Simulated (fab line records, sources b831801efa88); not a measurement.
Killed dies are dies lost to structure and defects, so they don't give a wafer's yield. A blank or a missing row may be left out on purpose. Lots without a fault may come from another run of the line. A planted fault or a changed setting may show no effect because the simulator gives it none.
Chamber matching | flow sky130 | SKY_VIA2_CMP_24 on cmp-01: 4 sister chambers
The step polishes, stops on SiO2, t overpolish 20 s, target thk 0 nm. 33 wafers are shown with their chamber, then 12 later ones without.

WAFERS WITH THEIR CHAMBER
wafer  | chamber | motor_current_A (A) | time_to_endpoint_s (s) | retaining_ring_pressure_frac
L075.1 | 0       | 10.1                | 108                    | 0.992
L075.2 | 2       | 12.4                | 100                    | 1.002
L075.4 | 3       | 12.6                | 103                    | 1.005
L079.1 | 3       | 12.3                | 103                    | 0.990
L079.3 | 0       | 9.9                 | 106                    | 1.001
L079.5 | 0       | 9.9                 | 99                     | 0.999
L077.3 | 3       | 12.4                | 109                    | 1.000
L077.5 | 1       | 10.3                | 102                    | 1.005
L077.6 | 2       | 12.3                | 101                    | 0.997
L078.4 | 0       | 10.2                | 107                    | 1.005
L078.5 | 3       | 12.6                | 106                    | 1.002
L078.6 | 2       | 12.0                | 101                    | 0.994
L076.2 | 3       | 12.6                | 103                    | 1.003
L076.5 | 2       | 11.4                | 101                    | 0.999
L076.6 | 1       | 10.6                | 102                    | 1.002
L083.1 | 2       | 12.0                | 98                     | 0.999
L083.4 | 3       | 12.3                | 108                    | 0.991
L083.6 | 1       | 10.7                | 101                    | 1.006
L086.1 | 2       | 11.9                | 99                     | 0.994
L086.2 | 1       | 10.9                | 99                     | 1.007
L086.3 | 0       | 9.4                 | 101                    | 1.010
L087.2 | 0       | 10.0                | 106                    | 0.998
L087.5 | 3       | 13.3                | 106                    | 1.001
L087.6 | 0       | 10.3                | 105                    | 0.999
L093.1 | 3       | 11.8                | 109                    | 0.995
L093.2 | 0       | 9.7                 | 110                    | 0.999
L093.6 | 1       | 10.7                | 102                    | 0.994
L085.2 | 1       | 10.4                | 99                     | 1.000
L085.4 | 0       | 10.2                | 107                    | 1.003
L085.6 | 0       | 9.6                 | 104                    | 1.001
L095.1 | 0       | 9.9                 | 104                    | 0.997
L095.2 | 3       | 12.8                | 103                    | 1.003
L095.5 | 2       | 12.0                | 98                     | 0.998

SIGNATURES (means of the wafers above)
reading                      | chamber 0 | chamber 1 | chamber 2 | chamber 3 | scatter within a chamber
motor_current_A              | 9.927     | 10.600    | 12.000    | 12.522    | 0.319
time_to_endpoint_s           | 105.18    | 100.83    | 99.71     | 105.56    | 2.46
retaining_ring_pressure_frac | 1.00036   | 1.00233   | 0.99757   | 0.99889   | 0.00464
Rule: a wafer's distance from a chamber is the root of the sum, over the readings, of the square of ((its reading less the chamber's mean) divided by the reading's scatter). The wafer belongs to the nearest chamber; if the next one is less than 2 further off, it can't be placed. The scatter: the root of (the sum of the squares of (reading less its chamber's mean) over the shown wafers, divided by (wafers less chambers)).

WAFERS WITHOUT THEIR CHAMBER
wafer  | motor_current_A (A) | time_to_endpoint_s (s) | retaining_ring_pressure_frac
L090.1 | 11.1                | 101                    | 1.004
L090.5 | 11.9                | 102                    | 1.002
L090.6 | 10.9                | 100                    | 0.997
L094.2 | 10.9                | 101                    | 1.004
L094.3 | 12.7                | 107                    | 0.993
L094.5 | 11.4                | 101                    | 0.995
L097.1 | 12.2                | 107                    | 0.999
L097.2 | 12.7                | 101                    | 0.994
L097.6 | 12.9                | 105                    | 0.992
L092.3 | 12.3                | 98                     | 1.004
L092.4 | 9.9                 | 106                    | 0.998
L092.5 | 12.1                | 106                    | 1.004

WHICH CHAMBER EACH WENT THROUGH
wafer  | from the rows above     | in truth
L090.1 | can't be placed: 1 or 2 | 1
L090.5 | can't be placed: 2 or 3 | 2
L090.6 | can't be placed: 1 or 2 | 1
L094.2 | 1                       | 1
L094.3 | 3                       | 3
L094.5 | can't be placed: 2 or 1 | 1
L097.1 | can't be placed: 3 or 2 | 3
L097.2 | can't be placed: 3 or 2 | 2
L097.6 | can't be placed: 3 or 2 | 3
L092.3 | can't be placed: 2 or 3 | 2
L092.4 | 0                       | 0
L092.5 | can't be placed: 3 or 2 | 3
Placed correctly: 3 of 12. Can't be placed from these rows: 9 (the true chamber is among the candidates in 9). Placed wrongly: 0.
